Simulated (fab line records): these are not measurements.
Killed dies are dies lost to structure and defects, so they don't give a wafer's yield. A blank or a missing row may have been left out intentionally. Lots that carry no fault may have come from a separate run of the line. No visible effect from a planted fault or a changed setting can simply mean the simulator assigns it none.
Problem report in the 8D (eight disciplines) form, filled by code / flow sky130 / the parts of the form that need people (team, actions taken, sign-off) are left out

1. THE PROBLEM
biasW at SKY_POLY_GATE_ETCH_15 reads a mean of 76.09 W on 2 wafers of 2 lots; wafers without a fault read 100.06 W with a standard deviation of 0.3. Relative to the usual mean, that is a shift of -80 standard deviations.
The step: etches BARC in N2/H2, stops on SiO2, time 118.5 s, target depth 110 nm.
First seen on wafer L853.5, day 24 11:05, on rieDiel-01. At this step, 36 wafers from 12 lots have a number in the record. By rule, "out" or "out of limits" means more than 4 standard deviations away from the usual mean. All remaining wafers that have a number are taken as sound.

2. WHAT THIS IS AND IS NOT
question=which readings at this step | is=biasW | is not=drypumpMotorCurrentA, oesProductAu, rfFwdPowerW, throttleValvePct
question=which lots | is=L853, L854 | is not=L833, L835, L836, L837, L838, L840, L841, L843, L844, L845
question=which wafers of those lots | is=L853.5, L854.3 | is not=L853.2, L853.4, L854.4, L854.5
question=read on which tools | is=rieDiel-01 | is not=rieDiel-03, rieDiel-04
question=when | is=from day 24 11:05 | is not=up to then (32 sound wafers); but 2 sound wafers of L854 came after

3. WHAT RULES OUT EACH SUSPECT
Counting: if a tool at a process step up to the reading ran every lot that is out, it stays a suspect. Sound lots after the first of them don't rule it out here, since some wafers of a struck lot are sound.
- rieDiel-01 at SKY_POLY_GATE_ETCH_15 (etches BARC in N2/H2, stops on SiO2, time 118.5 s, target depth 110 nm): kept. It ran every lot that is out, first L853 (day 24 11:05); its last sound lot up to then is L841 (day 20 03:05). On those wafers its own readings are out: biasW.
- At SKY_POLY_GATE_ETCH_15, inside rieDiel-01: chamber 0 took the wafers that are out, while their sound lot-mates went through chambers 1, 2, 3.
Remaining after the count: rieDiel-01 at SKY_POLY_GATE_ETCH_15.

4. THE CAUSE (what the simulator had put in)
rieDiel-01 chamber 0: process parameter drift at SKY_POLY_GATE_ETCH_15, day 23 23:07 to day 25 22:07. The setting biasW was moved by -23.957, starting from 100. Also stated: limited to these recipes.
Only this tool survived the counting.

5. THE EFFECT CHAIN, in route order
Each row: a reading where the mean over the struck wafers with a number is more than 3 standard deviations away from the usual. Readings are gone through only where the record gives a usual standard deviation; hours: the median, over the lots, of the time from a lot's start at the first step in this table giving one to that lot's start at this step; sigmas: the change measured in usual standard deviations.
hours=0; step=SKY_POLY_GATE_ETCH_15; reading=biasW; usual=100.06 W; on struck wafers=76.09; change=-23.97; sigmas=-80
It contains these process steps:
- SKY_POLY_GATE_ETCH_15: etches BARC in N2/H2, stops on SiO2, time 118.5 s, target depth 110 nm.
Later measuring or inspecting steps at which every struck wafer that the step has a row for has a number for every such reading, and none has moved that far: SKY_CONTACT_THK_MEAS_26.

6. HOW IT WOULD HAVE BEEN CAUGHT EARLIER
In this record the first reading out of limits was taken at day 24 11:05, 12 hours after the fault began at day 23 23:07.
